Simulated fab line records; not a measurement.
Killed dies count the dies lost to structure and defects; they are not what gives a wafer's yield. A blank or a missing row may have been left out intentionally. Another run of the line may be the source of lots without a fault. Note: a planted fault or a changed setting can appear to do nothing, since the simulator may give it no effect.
Comparing a struck lot with a sound one | flow gf180mcu | 18 out of 602 route steps
Sound: these wafers, L588.2, L588.5, L588.6. Struck: wafers L599.2, L599.4, L599.6. The cause is named last.
Per side, at each step with rows, come the tool, then ch with its chambers, and then its first start. Under that, the readings that differ: sound wafers | struck wafers | difference of the means | sigmas: that difference in standard deviations of wafers without a fault.
alike: same words and numbers on both sides, and readings whose means sit less than 2 such deviations apart. not compared: any withheld reading, any reading some wafer has no value for, any bound like >300 that may hide the same value, and any number with overlapping values for which the record gives no deviation.
A row with sigmas, a row that says differs or no value, or rows on one side alone: a step with any of these is where the two part. Non-overlapping numbers with no deviation appear without sigmas and do not part them. A reading that every wafer of one side lacks parts them only if that side has two wafers or more.

first, 2 steps without rows for these wafers: GF_CONTACT_PEB_12 (peb time 90 s); GF_CONTACT_DEVELOP_13 (develop time 60 s).
GF_CONTACT_CD_MEAS_14: the cd target is 220 nm.
  sound: cdSem-01 at day 16 20:01; struck: cdSem-02 at day 21 01:45
  alike: cdNm
GF_CONTACT_OVL_MEAS_15:
  sound: overlay-02 at day 16 20:07; struck: overlay-02 at day 21 01:51
  alike: CONTACT_OVL
then, 1 step without rows for these wafers: GF_CONTACT_ETCH_16 (etches BARC in N2/H2).
GF_CONTACT_ETCH_17: etches SiO2 in C4F8/O2/Ar, stops on CoSi2, target depth 860 nm.
  sound: rieDiel-01 ch 0,3; struck: rieDiel-01 ch 0,3
  alike: oesProductAu
GF_CONTACT_STRIP_18: strips in O2/N2.
  sound on plasmaAsher-04 ch 0,1, day 16 20:19; struck on plasmaAsher-03 ch 0,1, day 21 02:03
  alike: drypumpMotorCurrentA, heaterPowerW, oesProductAu
  not compared: rfHoursCounterH
then, 3 steps without rows for these wafers: GF_CONTACT_CLEAN_19 (cleans in SPM); GF_CONTACT_CLEAN_20 (cleans in DIW); GF_CONTACT_CLEAN_21 (cleans in dHF, time 20 s).
GF_CONTACT_SPUTTER_22: material Ti, target thk 15 nm, time 80.02 s.
  sound: pvdSputter-01 at day 16 20:37; struck: pvdSputter-02 at day 21 02:25
  alike: chamberPressurePa, throttleValvePct
GF_CONTACT_SPUTTER_23: material TiN, target thk 10 nm, time 40 s.
  sound: pvdSputter-01 at day 16 20:40; struck: pvdSputter-02 at day 21 02:29
  alike: chamberPressurePa, throttleValvePct
GF_CONTACT_CVD_24: deposits W, target thk 300 nm, time 90.339 s.
  sound on cvdW-01 ch 0,1, day 16 20:43; struck on cvdW-01 ch 0, day 21 02:31
reading                              | sound             | struck            | difference | sigmas
heaterPowerOuterW (W)                | 611 613 561       | 543 543 527       | -57        | -2
heaterPowerW (W)                     | 1006 1001 859     | 841 820 802       | -134       | -3
model.W_of_CONTACT_CVD_24.thkNm (nm) | 297.5 297.1 295.3 | 348.5 345.9 352.5 | +52.3      | 
GF_CONTACT_RS_MEAS_25: measures by four-point-probe.
  sound: filmMetro-04 at day 16 20:50; struck: filmMetro-04 at day 21 02:38
reading               | sound             | struck            | difference | sigmas
CONTACT_W_RS (ohm/sq) | 0.385 0.387 0.389 | 0.329 0.331 0.325 | -0.059     | -7
GF_CONTACT_THK_MEAS_26: measures by xrf.
  sound: filmMetro-04 at day 16 20:56; struck: filmMetro-04 at day 21 02:45
reading            | sound       | struck      | difference | sigmas
CONTACT_W_THK (nm) | 295 296 295 | 343 340 346 | +48        | +7
GF_CONTACT_CMP_27: polishes, stops on SiO2, t overpolish 15 s, target thk 0 nm.
  sound on cmp-01 ch 1,2, day 16 20:59; struck on cmp-01 ch 1,2,3, day 21 02:54
reading             | sound    | struck   | difference | sigmas
timeToEndpointS (s) | 77 75 77 | 87 91 90 | +13        | +3
  alike: motorCurrentA
GF_M1_SPUTTER_00: material Ti, target thk 37.5 nm, time 150 s.
  sound: pvdSputter-01 at day 16 21:17; struck: pvdSputter-01 at day 21 03:06
  alike: chamberPressurePa, throttleValvePct
-- the record jumps here: 12 days lie between the struck wafers' starts before and after (it left off in module M1 and takes up again in module PASSIVATION, whose first step shown is number 602 of the route) --
GF_PASSIVATION_PROBE_99:
  only the struck wafers here have rows in the record (prober-02, day 32 21:25); the sound ones have none

== WHERE THEY PART ==
At GF_CONTACT_CVD_24 first; at GF_PASSIVATION_PROBE_99 last (within this record only).

WHY: whatever the simulator had introduced
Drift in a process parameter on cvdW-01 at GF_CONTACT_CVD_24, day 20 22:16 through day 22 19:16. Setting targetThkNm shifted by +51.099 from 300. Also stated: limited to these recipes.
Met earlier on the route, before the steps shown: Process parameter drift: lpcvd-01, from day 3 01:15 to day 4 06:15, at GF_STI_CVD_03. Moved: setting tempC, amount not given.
